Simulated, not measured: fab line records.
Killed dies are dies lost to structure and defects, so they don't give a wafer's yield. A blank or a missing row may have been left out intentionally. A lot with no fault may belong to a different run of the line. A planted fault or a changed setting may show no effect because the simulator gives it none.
Which tool is to blame? / flow gf180mcu / 24 lots with 72 wafers sampled at 5 steps, on a route of 602 steps

WHAT THE GAUGES READ, wafer by wafer
GF_MIM_RS_MEAS_10: the measuring method here is four-point-probe.
lot=L074; measured=day 24 16:21; on=film metro-01; MIM_ALCU_RS (ohm/sq)=0.1590 0.1561 0.1565
lot=L075; measured=day 24 20:49; on=film metro-02; MIM_ALCU_RS (ohm/sq)=0.1616 0.1587 0.1612
lot=L076; measured=day 25 17:14; on=film metro-02; MIM_ALCU_RS (ohm/sq)=0.1593 0.1612 0.1604
lot=L077; measured=day 25 19:59; on=film metro-02; MIM_ALCU_RS (ohm/sq)=0.1590 0.1596 0.1576
lot=L078; measured=day 26 01:31; on=film metro-01; MIM_ALCU_RS (ohm/sq)=0.1594 0.1612 0.1590
lot=L079; measured=day 26 06:43; on=film metro-01; MIM_ALCU_RS (ohm/sq)=0.1575 0.1592 0.1592
lot=L080; measured=day 26 21:31; on=film metro-01; MIM_ALCU_RS (ohm/sq)=0.1607 0.1614 0.1612
lot=L081; measured=day 27 00:29; on=film metro-04; MIM_ALCU_RS (ohm/sq)=0.1614 0.1608 0.1611
lot=L082; measured=day 27 13:25; on=film metro-02; MIM_ALCU_RS (ohm/sq)=0.1624 0.1616 0.1616
lot=L083; measured=day 27 18:41; on=film metro-02; MIM_ALCU_RS (ohm/sq)=0.1592 0.1572 0.1585
lot=L084; measured=day 28 00:11; on=film metro-04; MIM_ALCU_RS (ohm/sq)=0.1573 0.1604 0.1599
lot=L085; measured=day 28 10:32; on=film metro-01; MIM_ALCU_RS (ohm/sq)=0.1594 0.1587 0.1616
lot=L086; measured=day 28 16:53; on=film metro-01; MIM_ALCU_RS (ohm/sq)=0.1599 0.1591 0.1587
lot=L087; measured=day 28 23:12; on=film metro-01; MIM_ALCU_RS (ohm/sq)=0.1605 0.1597 0.1607
lot=L088; measured=day 29 09:28; on=film metro-04; MIM_ALCU_RS (ohm/sq)=0.1605 0.1606 0.1599
lot=L089; measured=day 29 10:40; on=film metro-04; MIM_ALCU_RS (ohm/sq)=0.1619 0.1597 0.1604
lot=L090; measured=day 29 16:19; on=film metro-02; MIM_ALCU_RS (ohm/sq)=0.1591 0.1599 0.1608
lot=L091; measured=day 29 23:13; on=film metro-01; MIM_ALCU_RS (ohm/sq)=0.1595 0.1599 0.1605
lot=L092; measured=day 30 06:10; on=film metro-04; MIM_ALCU_RS (ohm/sq)=0.1586 0.1602 0.1598
lot=L094; measured=day 30 20:23; on=film metro-04; MIM_ALCU_RS (ohm/sq)=0.1612 0.1587 0.1612
lot=L093; measured=day 30 21:22; on=film metro-04; MIM_ALCU_RS (ohm/sq)=0.1634 0.1634 0.1647
lot=L095; measured=day 31 06:19; on=film metro-04; MIM_ALCU_RS (ohm/sq)=0.1580 0.1620 0.1611
lot=L096; measured=day 31 07:09; on=film metro-04; MIM_ALCU_RS (ohm/sq)=0.1620 0.1618 0.1613
lot=L097; measured=day 31 11:52; on=film metro-04; MIM_ALCU_RS (ohm/sq)=0.1603 0.1619 0.1617

GF_M5_OVL_MEAS_08.
lot=L074; measured=day 26 10:28; on=overlay-02; M5_OVL (nm)=4 2 -4
lot=L075; measured=day 26 15:36; on=overlay-02; M5_OVL (nm)=-4 -9 -2
lot=L076; measured=day 27 10:01; on=overlay-01; M5_OVL (nm)=5 -5 -1
lot=L077; measured=day 27 13:27; on=overlay-01; M5_OVL (nm)=4 3 3
lot=L078; measured=day 27 18:51; on=overlay-01; M5_OVL (nm)=7 7 2
lot=L079; measured=day 27 23:42; on=overlay-01; M5_OVL (nm)=0 2 -5
lot=L080; measured=day 28 13:39; on=overlay-02; M5_OVL (nm)=-14 -9 -11
lot=L081; measured=day 28 16:36; on=overlay-02; M5_OVL (nm)=-8 -6 0
lot=L082; measured=day 29 04:31; on=overlay-02; M5_OVL (nm)=1 4 10
lot=L083; measured=day 29 10:19; on=overlay-02; M5_OVL (nm)=5 -5 2
lot=L084; measured=day 29 15:33; on=overlay-02; M5_OVL (nm)=-7 -4 -8
lot=L085; measured=day 30 00:34; on=overlay-02; M5_OVL (nm)=-3 -4 -2
lot=L086; measured=day 30 07:03; on=overlay-01; M5_OVL (nm)=3 5 4
lot=L087; measured=day 30 13:18; on=overlay-02; M5_OVL (nm)=6 -2 -3
lot=L088; measured=day 30 22:24; on=overlay-02; M5_OVL (nm)=8 7 4
lot=L089; measured=day 30 23:06; on=overlay-02; M5_OVL (nm)=0 -4 0
lot=L090; measured=day 31 05:54; on=overlay-02; M5_OVL (nm)=9 17 14
lot=L091; measured=day 31 12:03; on=overlay-02; M5_OVL (nm)=11 8 10
lot=L092; measured=day 31 17:48; on=overlay-01; M5_OVL (nm)=0 -4 3
lot=L094; measured=day 32 07:21; on=overlay-01; M5_OVL (nm)=6 2 1
lot=L093; measured=day 32 08:00; on=overlay-02; M5_OVL (nm)=-2 3 5
lot=L095; measured=day 32 16:30; on=overlay-02; M5_OVL (nm)=-3 1 -6
lot=L096; measured=day 32 17:13; on=overlay-01; M5_OVL (nm)=1 -7 -6
lot=L097; measured=day 32 22:12; on=overlay-02; M5_OVL (nm)=-3 -3 6

GF_V5_THK_MEAS_01.
lot=L074; measured=day 26 11:15; on=film metro-01; V5_CVD_00_THK (nm)=310 310 315
lot=L075; measured=day 26 16:24; on=film metro-02; V5_CVD_00_THK (nm)=307 305 304
lot=L076; measured=day 27 11:07; on=film metro-03; V5_CVD_00_THK (nm)=305 308 303
lot=L077; measured=day 27 14:13; on=film metro-02; V5_CVD_00_THK (nm)=308 310 308
lot=L078; measured=day 27 19:37; on=film metro-02; V5_CVD_00_THK (nm)=313 314 315
lot=L079; measured=day 28 00:28; on=film metro-03; V5_CVD_00_THK (nm)=307 309 315
lot=L080; measured=day 28 14:25; on=film metro-01; V5_CVD_00_THK (nm)=321 319 317
lot=L081; measured=day 28 17:43; on=film metro-03; V5_CVD_00_THK (nm)=309 306 313
lot=L082; measured=day 29 05:19; on=film metro-01; V5_CVD_00_THK (nm)=311 315 309
lot=L083; measured=day 29 11:05; on=film metro-02; V5_CVD_00_THK (nm)=311 306 312
lot=L084; measured=day 29 16:19; on=film metro-03; V5_CVD_00_THK (nm)=303 308 305
lot=L085; measured=day 30 01:28; on=film metro-03; V5_CVD_00_THK (nm)=305 311 308
lot=L086; measured=day 30 07:54; on=film metro-01; V5_CVD_00_THK (nm)=317 312 318
lot=L087; measured=day 30 14:14; on=film metro-01; V5_CVD_00_THK (nm)=311 307 307
lot=L088; measured=day 30 23:18; on=film metro-01; V5_CVD_00_THK (nm)=308 310 311
lot=L089; measured=day 30 23:54; on=film metro-03; V5_CVD_00_THK (nm)=304 306 306
lot=L090; measured=day 31 06:41; on=film metro-03; V5_CVD_00_THK (nm)=314 316 309
lot=L091; measured=day 31 12:49; on=film metro-01; V5_CVD_00_THK (nm)=316 309 312
lot=L092; measured=day 31 18:34; on=film metro-02; V5_CVD_00_THK (nm)=314 314 314
lot=L094; measured=day 32 08:08; on=film metro-01; V5_CVD_00_THK (nm)=311 312 311
lot=L093; measured=day 32 08:49; on=film metro-01; V5_CVD_00_THK (nm)=315 311 311
lot=L095; measured=day 32 17:37; on=film metro-02; V5_CVD_00_THK (nm)=310 310 310
lot=L096; measured=day 32 18:20; on=film metro-01; V5_CVD_00_THK (nm)=310 312 312
lot=L097; measured=day 32 23:06; on=film metro-03; V5_CVD_00_THK (nm)=311 308 312

GF_V5_BOW_MEAS_05.
lot=L074; measured=day 26 11:47; on=film metro-01; V5_BOW (um)=126 126 124
lot=L075; measured=day 26 16:56; on=film metro-01; V5_BOW (um)=123 107 124
lot=L076; measured=day 27 11:39; on=film metro-02; V5_BOW (um)=129 139 139
lot=L077; measured=day 27 14:46; on=film metro-01; V5_BOW (um)=131 139 133
lot=L078; measured=day 27 20:09; on=film metro-01; V5_BOW (um)=129 135 137
lot=L079; measured=day 28 01:00; on=film metro-03; V5_BOW (um)=135 153 150
lot=L080; measured=day 28 14:58; on=film metro-01; V5_BOW (um)=121 139 130
lot=L081; measured=day 28 18:15; on=film metro-03; V5_BOW (um)=129 132 129
lot=L082; measured=day 29 05:52; on=film metro-02; V5_BOW (um)=144 140 145
lot=L083; measured=day 29 11:38; on=film metro-01; V5_BOW (um)=127 136 145
lot=L084; measured=day 29 16:50; on=film metro-03; V5_BOW (um)=142 138 124
lot=L085; measured=day 30 02:01; on=film metro-03; V5_BOW (um)=135 131 123
lot=L086; measured=day 30 08:26; on=film metro-03; V5_BOW (um)=125 138 126
lot=L087; measured=day 30 14:54; on=film metro-01; V5_BOW (um)=130 137 142
lot=L088; measured=day 30 23:49; on=film metro-01; V5_BOW (um)=141 127 140
lot=L089; measured=day 31 00:26; on=film metro-03; V5_BOW (um)=129 135 134
lot=L090; measured=day 31 07:13; on=film metro-03; V5_BOW (um)=121 146 127
lot=L091; measured=day 31 13:22; on=film metro-03; V5_BOW (um)=128 131 138
lot=L092; measured=day 31 19:08; on=film metro-01; V5_BOW (um)=143 142 137
lot=L094; measured=day 32 09:14; on=film metro-03; V5_BOW (um)=134 141 133
lot=L093; measured=day 32 10:01; on=film metro-01; V5_BOW (um)=143 141 151
lot=L095; measured=day 32 18:08; on=film metro-01; V5_BOW (um)=138 136 143
lot=L096; measured=day 32 18:53; on=film metro-01; V5_BOW (um)=145 132 138
lot=L097; measured=day 32 23:38; on=film metro-01; V5_BOW (um)=133 132 123

WHAT TOOL EACH LOT RAN ON (gives the tool, then ch and the chambers of the sampled wafers, and finally the start)
lot=L074; GF_MIM_STRIP_20=plasma asher-03 ch 1, day 25 13:13
lot=L075; GF_MIM_STRIP_20=plasma asher-03 ch 0,1, day 25 18:31
lot=L076; GF_MIM_STRIP_20=plasma asher-01 ch 0,1, day 26 13:39
lot=L077; GF_MIM_STRIP_20=plasma asher-02 ch 0, day 26 16:58
lot=L078; GF_MIM_STRIP_20=plasma asher-01 ch 0,1, day 26 22:16
lot=L079; GF_MIM_STRIP_20=plasma asher-02 ch 0,1, day 27 03:29
lot=L080; GF_MIM_STRIP_20=plasma asher-03 ch 0,1, day 27 17:27
lot=L081; GF_MIM_STRIP_20=plasma asher-01 ch 0,1, day 27 20:22
lot=L082; GF_MIM_STRIP_20=plasma asher-01 ch 0,1, day 28 08:59
lot=L083; GF_MIM_STRIP_20=plasma asher-03 ch 0,1, day 28 14:26
lot=L084; GF_MIM_STRIP_20=plasma asher-01 ch 0,1, day 28 19:25
lot=L085; GF_MIM_STRIP_20=plasma asher-02 ch 0,1, day 29 05:18
lot=L086; GF_MIM_STRIP_20=plasma asher-02 ch 0,1, day 29 11:43
lot=L087; GF_MIM_STRIP_20=plasma asher-03 ch 0,1, day 29 18:09
lot=L088; GF_MIM_STRIP_20=plasma asher-03 ch 0,1, day 30 04:38
lot=L089; GF_MIM_STRIP_20=plasma asher-03 ch 0,1, day 30 05:41
lot=L090; GF_MIM_STRIP_20=plasma asher-02 ch 0,1, day 30 11:29
lot=L091; GF_MIM_STRIP_20=plasma asher-01 ch 0,1, day 30 17:28
lot=L092; GF_MIM_STRIP_20=plasma asher-03 ch 1, day 30 23:21
lot=L094; GF_MIM_STRIP_20=plasma asher-01 ch 0,1, day 31 14:18
lot=L093; GF_MIM_STRIP_20=plasma asher-02 ch 0,1, day 31 14:27
lot=L095; GF_MIM_STRIP_20=plasma asher-01 ch 0,1, day 31 23:52
lot=L096; GF_MIM_STRIP_20=plasma asher-02 ch 0,1, day 32 00:29
lot=L097; GF_MIM_STRIP_20=plasma asher-03 ch 0, day 32 05:06
- GF_MIM_STRIP_20: strips in O2/N2.

AS READ BY THE TOOLS THEMSELVES (means over the sampled wafers that have a number; for cases with no such wafer, the mark the record gives instead)
GF_MIM_STRIP_20.
lot=L074; tool=plasma asher-03; drypump motor current A (A)=5.5; heater power w (W)=344; oes product au (a.u.)=0.688; strip time to endpoint s (s)=11.23
lot=L075; tool=plasma asher-03; drypump motor current A (A)=5.9; heater power w (W)=368; oes product au (a.u.)=0.691; strip time to endpoint s (s)=11.27
lot=L076; tool=plasma asher-01; drypump motor current A (A)=5.5; heater power w (W)=353; oes product au (a.u.)=0.690; strip time to endpoint s (s)=11.17
lot=L077; tool=plasma asher-02; drypump motor current A (A)=6.2; heater power w (W)=347; oes product au (a.u.)=0.690; strip time to endpoint s (s)=11.24
lot=L078; tool=plasma asher-01; drypump motor current A (A)=5.3; heater power w (W)=377; oes product au (a.u.)=0.686; strip time to endpoint s (s)=11.17
lot=L079; tool=plasma asher-02; drypump motor current A (A)=5.5; heater power w (W)=328; oes product au (a.u.)=0.694; strip time to endpoint s (s)=11.23
lot=L080; tool=plasma asher-03; drypump motor current A (A)=5.7; heater power w (W)=354; oes product au (a.u.)=0.693; strip time to endpoint s (s)=11.24
lot=L081; tool=plasma asher-01; drypump motor current A (A)=5.5; heater power w (W)=348; oes product au (a.u.)=0.691; strip time to endpoint s (s)=11.18
lot=L082; tool=plasma asher-01; drypump motor current A (A)=5.5; heater power w (W)=354; oes product au (a.u.)=0.690; strip time to endpoint s (s)=11.23
lot=L083; tool=plasma asher-03; drypump motor current A (A)=5.9; heater power w (W)=358; oes product au (a.u.)=0.687; strip time to endpoint s (s)=11.22
lot=L084; tool=plasma asher-01; drypump motor current A (A)=5.3; heater power w (W)=374; oes product au (a.u.)=0.689; strip time to endpoint s (s)=11.21
lot=L085; tool=plasma asher-02; drypump motor current A (A)=5.5; heater power w (W)=327; oes product au (a.u.)=0.694; strip time to endpoint s (s)=11.25
lot=L086; tool=plasma asher-02; drypump motor current A (A)=5.5; heater power w (W)=328; oes product au (a.u.)=0.688; strip time to endpoint s (s)=11.20
lot=L087; tool=plasma asher-03; drypump motor current A (A)=5.7; heater power w (W)=351; oes product au (a.u.)=0.684; strip time to endpoint s (s)=11.19
lot=L088; tool=plasma asher-03; drypump motor current A (A)=5.9; heater power w (W)=359; oes product au (a.u.)=0.695; strip time to endpoint s (s)=11.26
lot=L089; tool=plasma asher-03; drypump motor current A (A)=5.9; heater power w (W)=364; oes product au (a.u.)=0.690; strip time to endpoint s (s)=11.21
lot=L090; tool=plasma asher-02; drypump motor current A (A)=5.9; heater power w (W)=334; oes product au (a.u.)=0.690; strip time to endpoint s (s)=11.21
lot=L091; tool=plasma asher-01; drypump motor current A (A)=5.5; heater power w (W)=352; oes product au (a.u.)=0.697; strip time to endpoint s (s)=11.20
lot=L092; tool=plasma asher-03; drypump motor current A (A)=5.5; heater power w (W)=339; oes product au (a.u.)=0.691; strip time to endpoint s (s)=11.15
lot=L094; tool=plasma asher-01; drypump motor current A (A)=5.3; heater power w (W)=381; oes product au (a.u.)=0.691; strip time to endpoint s (s)=11.16
lot=L093; tool=plasma asher-02; drypump motor current A (A)=5.5; heater power w (W)=329; oes product au (a.u.)=0.689; strip time to endpoint s (s)=11.25
lot=L095; tool=plasma asher-01; drypump motor current A (A)=5.5; heater power w (W)=353; oes product au (a.u.)=0.696; strip time to endpoint s (s)=11.22
lot=L096; tool=plasma asher-02; drypump motor current A (A)=5.9; heater power w (W)=336; oes product au (a.u.)=0.689; strip time to endpoint s (s)=11.24
lot=L097; tool=plasma asher-03; drypump motor current A (A)=6.1; heater power w (W)=372; oes product au (a.u.)=0.688; strip time to endpoint s (s)=11.17

THE ANSWER, worked out from the rows above alone
Rule: usual is defined by the lots themselves. Put in order of their means at a reading, lots are off if they are a third of the lots or fewer, leave a main group of 4 or more, and stand apart from it by a gap of 3 or more times the standard deviation of the main group's means; of several such gaps the widest counts. The tables above print the reading to a certain number of digits; a main group whose means all agree to those digits is not used. Also off: a lot with no number at a reading for which 4 or more lots have one. All remaining lots with rows at the step are treated as sound. After the gauges, taken in route order, come the tools' own readings; for these a lot's mean is taken, as printed above. At the first step where some lot is off, the reading lying furthest off is the one used; lots without a number count as furthest.
Across all readings shown, no lot is off: no conclusion can be drawn from this.

WHAT THE SIMULATOR HAD PUT IN
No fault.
